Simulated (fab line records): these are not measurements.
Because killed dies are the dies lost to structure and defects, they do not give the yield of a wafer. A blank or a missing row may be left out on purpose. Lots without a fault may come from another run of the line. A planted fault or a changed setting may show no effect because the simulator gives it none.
fab line records	flow sky130	part 2 of 2: steps 27 to 37 of 37
record: lots: 5	wafers: 15	last_day: 49
route steps=708 shown CAP2M@617 METAL4@621 VIA4@639
lots untouched by any fault: they come from a run of this same line in which no faults occurred
start_h: start of the lot's first displayed wafer, in hours after the record's first day	wait_h: how many hours have passed since the lot's step before this one	" same as the row above	L1.1+2: several wafers, shown together as one row	- either no value or no given start	* or withheld: withheld	< > ~ a bound
route shown NAME@n: NAME is a module with steps in the file, n the number in the route of the first one	usual: mean/standard deviation of fault-free wafers	same: alike in all rows	chamber/n: place in a boat	sites: readings site by site	_std_site: standard deviation of those values	_edge_site: mean of outer sites minus mean of inner sites	radius_mm: how far each site lies from the wafer's centre	mask NAME#n: copy n	behind: the tool/chamber that last shaped the wafer	hold: what put the lot on hold/how long, in hours/how the hold closed	device: whichever transistor did not switch (one of n, p or np)	end of line: tests of these same wafers at the route's end	step lacking rows: just its recipe	killed: the dies lost at the first sort to structure and to defects; this is not the yield of the wafer	map: the dies of a wafer, with x for killed, . for not killed, _ for no die there
set.NAME: the setting the step ran with; set.NAME@STEP: the setting that earlier step ran with	model.NAME: the simulator's own value behind a step, which no gauge read
lots at some steps of the route; a table a step, a row a wafer
services: from which hour (start_h, from the record's first day; less than 0 if before it) a tool's chamber was out of use, for how many hours, and why
== steps ==
step: SKY_VIA4_DEHYDRATE_04
recipe: temp_c: 200	time_s: 60
usual: exhaust_pa: 44.9/0.76
lot.wafer	tool	chamber	start_h	wait_h	exhaust_pa
L074.1	litho_track-03	0	985.33	11.6	45.7
L074.4	"	0	"	"	43.7
L074.5	"	0	"	"	44.4
L079.1	litho_track-02	0	1022.85	10.4	44.5
L079.2	"	0	"	"	45.1
L079.3	"	0	"	"	44.2
L084.1	litho_track-04	0	1061.64	10.6	44.0
L084.2	"	0	"	"	42.7
L084.3	"	0	"	"	44.4
L087.1	litho_track-03	0	1078.48	9.6	45.2
L087.2	"	0	"	"	45.2
L087.4	"	0	"	"	45.5
L093.4	litho_track-03	0	1110.31	10.0	44.9
L093.5	"	0	"	"	43.7
L093.6	"	0	"	"	45.1
step: SKY_VIA4_HMDS_05
recipe: prime_time_s: 60	prime_temp_c: 120
usual: exhaust_pa: 45.2/0.86
lot.wafer	tool	chamber	start_h	wait_h	exhaust_pa
L074.1	litho_track-03	0	985.48	0.1	45.6
L074.4	"	0	"	"	44.7
L074.5	"	0	"	"	44.5
L079.1	litho_track-02	0	1023.00	0.1	44.9
L079.2	"	0	"	"	44.6
L079.3	"	0	"	"	44.9
L084.1	litho_track-04	0	1061.79	0.1	44.7
L084.2	"	0	"	"	45.0
L084.3	"	0	"	"	45.0
L087.1	litho_track-03	0	1078.63	0.1	45.4
L087.2	"	0	"	"	45.7
L087.4	"	0	"	"	45.5
L093.4	litho_track-03	0	1110.46	0.1	45.3
L093.5	"	0	"	"	44.4
L093.6	"	0	"	"	43.5
step: SKY_VIA4_COAT_06
recipe: resist: NOVOLAK	spin_rpm: 3000	resist_thk_nm: 1140
usual: dispense_pressure_kPa: 50/4.1	exhaust_pa: 44.8/0.79
lot.wafer	tool	chamber	start_h	wait_h	dispense_pressure_kPa	exhaust_pa
L074.1	litho_track-03	0	985.63	0.1	43	44.8
L074.4	"	0	"	"	43	46.5
L074.5	"	0	"	"	43	44.9
L079.1	litho_track-02	0	1023.15	0.1	52	44.4
L079.2	"	0	"	"	52	45.9
L079.3	"	0	"	"	52	44.3
L084.1	litho_track-04	0	1061.94	0.1	53	44.9
L084.2	"	0	"	"	53	43.6
L084.3	"	0	"	"	53	43.6
L087.1	litho_track-03	0	1078.78	0.1	43	43.5
L087.2	"	0	"	"	43	43.9
L087.4	"	0	"	"	43	43.7
L093.4	litho_track-03	0	1110.61	0.1	43	45.1
L093.5	"	0	"	"	43	45.1
L093.6	"	0	"	"	43	44.3
step: SKY_VIA4_SOFTBAKE_07
recipe: temp_c: 90	time_s: 60	resist: NOVOLAK
usual: exhaust_pa: 45.0/0.97
lot.wafer	tool	chamber	start_h	wait_h	exhaust_pa
L074.1	litho_track-03	0	985.78	0.1	44.0
L074.4	"	0	"	"	45.1
L074.5	"	0	"	"	44.4
L079.1	litho_track-02	0	1023.30	0.1	43.9
L079.2	"	0	"	"	44.0
L079.3	"	0	"	"	43.7
L084.1	litho_track-04	0	1062.09	0.1	45.5
L084.2	"	0	"	"	45.9
L084.3	"	0	"	"	45.3
L087.1	litho_track-03	0	1078.93	0.1	45.7
L087.2	"	0	"	"	45.5
L087.4	"	0	"	"	47.1
L093.4	litho_track-03	0	1110.76	0.1	46.2
L093.5	"	0	"	"	45.0
L093.6	"	0	"	"	44.9
step: SKY_VIA4_EXPOSE_08
recipe: mask_id: VIM4	na: 0.6	source_shape: conventional	sigma_outer: 0.6	polarization: unpolarized	target_cd_nm: 800	dose_mj: 132
same: sigma_outer: 0.6
lot.wafer	tool	chamber	start_h	wait_h	mask
L074.1+4+5	iline_stepper-02	0	-	-	VIM4#0
L079.1+2+3	iline_stepper-02	0	-	-	VIM4#0
L084.1+2+3	iline_stepper-02	0	-	-	VIM4#0
L087.1+2+4	iline_stepper-02	0	-	-	VIM4#0
L093.4+5+6	iline_stepper-02	0	-	-	VIM4#0
step: SKY_VIA4_PEB_09
recipe: temp_c: withheld	time_s: *	resist: NOVOLAK
usual: exhaust_pa: 44.9/0.77
lot.wafer	tool	chamber	start_h	wait_h	exhaust_pa
L074.1	litho_track-03	0	-	-	44.0
L074.4	"	0	"	"	44.4
L074.5	"	0	"	"	44.4
L079.1	litho_track-03	0	-	-	44.3
L079.2	"	0	"	"	44.8
L079.3	"	0	"	"	44.3
L084.1	litho_track-04	0	-	-	44.3
L084.2	"	0	"	"	44.7
L084.3	"	0	"	"	43.8
L087.1	litho_track-04	0	-	-	45.9
L087.2	"	0	"	"	46.7
L087.4	"	0	"	"	45.6
L093.4	litho_track-04	0	-	-	44.3
L093.5	"	0	"	"	45.1
L093.6	"	0	"	"	44.7
step: SKY_VIA4_DEVELOP_10
recipe: resist: NOVOLAK	developer: TMAH	develop_time_s: 60	dev_temp_c: 23
usual: exhaust_pa: 45.1/0.86
lot.wafer	tool	chamber	start_h	wait_h	exhaust_pa
L074.1	litho_track-03	0	997.38	0.1	44.2
L074.4	"	0	"	"	45.0
L074.5	"	0	"	"	44.5
L079.1	litho_track-03	0	1034.48	0.1	44.2
L079.2	"	0	"	"	43.9
L079.3	"	0	"	"	45.7
L084.1	litho_track-04	0	1071.69	0.1	45.2
L084.2	"	0	"	"	43.8
L084.3	"	0	"	"	46.0
L087.1	litho_track-04	0	1089.29	0.1	46.2
L087.2	"	0	"	"	44.4
L087.4	"	0	"	"	45.5
L093.4	litho_track-04	0	1119.87	0.1	45.1
L093.5	"	0	"	"	46.4
L093.6	"	0	"	"	45.2
step: SKY_VIA4_OVL_MEAS_11
usual: VIA4_OVL: 1.2/1.4
lot.wafer	tool	chamber	start_h	wait_h	VIA4_OVL[nm]
L074.1	overlay-01	-	997.53	0.1	0.3
L074.4	"	-	"	"	2.5
L074.5	"	-	"	"	1.7
L079.1	overlay-01	-	1034.63	0.1	0.1
L079.2	"	-	"	"	1.3
L079.3	"	-	"	"	0.9
L084.1	overlay-02	-	1071.84	0.1	-1.1
L084.2	"	-	"	"	0.1
L084.3	"	-	"	"	-0.2
L087.1	overlay-01	-	1089.44	0.1	3.4
L087.2	"	-	"	"	1.4
L087.4	"	-	"	"	0.7
L093.4	overlay-01	-	1119.96	0.1	0.7
L093.5	"	-	"	"	0.6
L093.6	"	-	"	"	-0.5
step: SKY_VIA4_ETCH_12
recipe: target: SiO2	chemistry: C4F8/O2/Ar	stop_on: TiN	mask_material: NOVOLAK	source_w: 1500	bias_w: 1200	pressure_mtorr: 40	c4f8_flow_sccm: withheld	O2_flow_sccm: 6	Ar_flow_sccm: 300	time_s: withheld	target_depth_a: 5800
usual: oes_product_au: 0.926/0.0049
lot.wafer	tool	chamber	start_h	wait_h	oes_product_au
L074.1	rie_diel-04	3	997.57	0.0	0.926
L074.4	"	1	"	"	0.923
L074.5	"	3	"	"	0.932
L079.1	rie_diel-04	2	1034.67	0.0	0.929
L079.2	"	1	"	"	0.924
L079.3	"	3	"	"	0.928
L084.1	rie_diel-02	3	1071.88	0.0	0.931
L084.2	"	0	"	"	0.927
L084.3	"	1	"	"	0.920
L087.1	rie_diel-01	1	1089.48	0.0	0.921
L087.2	"	3	"	"	0.923
L087.4	"	0	"	"	0.929
L093.4	rie_diel-02	1	1119.98	0.0	0.916
L093.5	"	1	"	"	0.922
L093.6	"	0	"	"	0.923
step: SKY_VIA4_STRIP_13
recipe: chemistry: O2/N2	power_w: 1400	pressure_mtorr: 1500	platen_temp_c: withheld	o2_flow_sccm: 3000	n2_flow_sccm: 300	overash_fraction: 0.5
usual: drypump_motor_current_A: 5.7/0.39	oes_product_au: 0.709/0.0046	strip_time_to_endpoint_s: 12.80/0.032
lot.wafer	tool	chamber	start_h	wait_h	drypump_motor_current_A	oes_product_au	rf_hours_counter_h	strip_time_to_endpoint_s
L074.1	plasma_asher-01	1	997.64	-	5.5	0.702	55	12.82
L074.4	"	1	"	"	5.5	0.709	-	12.79
L074.5	"	1	"	"	5.5	0.699	-	12.82
L079.1	plasma_asher-02	1	1034.74	-	6.2	0.702	91	12.78
L079.2	"	0	"	"	5.2	0.710	91	12.84
L079.3	"	1	"	"	6.1	0.709	-	12.79
L084.1	plasma_asher-02	0	1071.95	-	5.3	0.712	95	12.82
L084.2	"	1	"	"	6.2	0.702	95	12.78
L084.3	"	0	"	"	5.2	0.707	-	12.76
L087.1	plasma_asher-04	0	1089.55	-	5.6	0.709	2	12.81
L087.2	"	1	"	"	6.3	0.712	2	12.84
L087.4	"	0	"	"	5.6	0.716	-	12.81
L093.4	plasma_asher-04	0	1120.08	-	5.6	0.710	-	12.89
L093.5	"	0	"	"	5.6	0.707	-	12.85
L093.6	"	1	"	"	6.3	0.707	-	12.85
step: SKY_VIA4_STRIP_14
recipe: chemistry: post_etch_residue_remover	time_s: 1200	temp_c: 72.5
lot.wafer	tool	chamber	start_h	wait_h
L074.1+4+5	wet_bench-02	3	997.74	0.1
L079.1+2+3	wet_bench-02	1	1034.84	0.1
L084.1+2+3	wet_bench-01	1	1072.06	0.1
L087.1+2+4	wet_bench-01	3	1089.88	0.3
L093.4+5+6	wet_bench-01	0	1120.15	0.0
== services ==
tool	chamber	start_h	hours	kind
rie_metal-03	1	937.47	22.0	repair
krf_scanner-02	-	947.55	0.8	pm
rie_diel-01	0	947.70	8.1	repair
plasma_asher-03	-	949.34	4.0	pm
hdpcvd-01	-	972.44	6.0	pm
krf_scanner-02	-	977.61	4.0	pm
rie_diel-04	2	992.93	4.6	repair
iline_stepper-02	-	996.93	1.7	pm
cmp-01	-	998.13	19.1	pm
rie_diel-01	-	1004.02	4.3	pm
rie_metal-04	-	1007.62	0.5	repair
rie_diel-01	2	1010.81	6.0	repair
cmp-01	-	1017.22	5.9	pm
plasma_asher-04	-	1018.18	0.6	repair
krf_scanner-02	-	1020.12	1.3	pm
krf_scanner-02	-	1032.01	1.0	pm
rie_diel-01	1	1043.32	29.9	repair
plasma_asher-01	-	1044.02	2.3	repair
hdpcvd-01	0	1046.58	5.0	repair
hdpcvd-01	-	1047.30	0.7	repair
plasma_asher-02	-	1063.98	2.8	pm
rie_metal-03	-	1086.78	10.4	repair
rie_diel-04	2	1098.02	5.8	repair
rie_diel-04	3	1105.44	2.9	repair
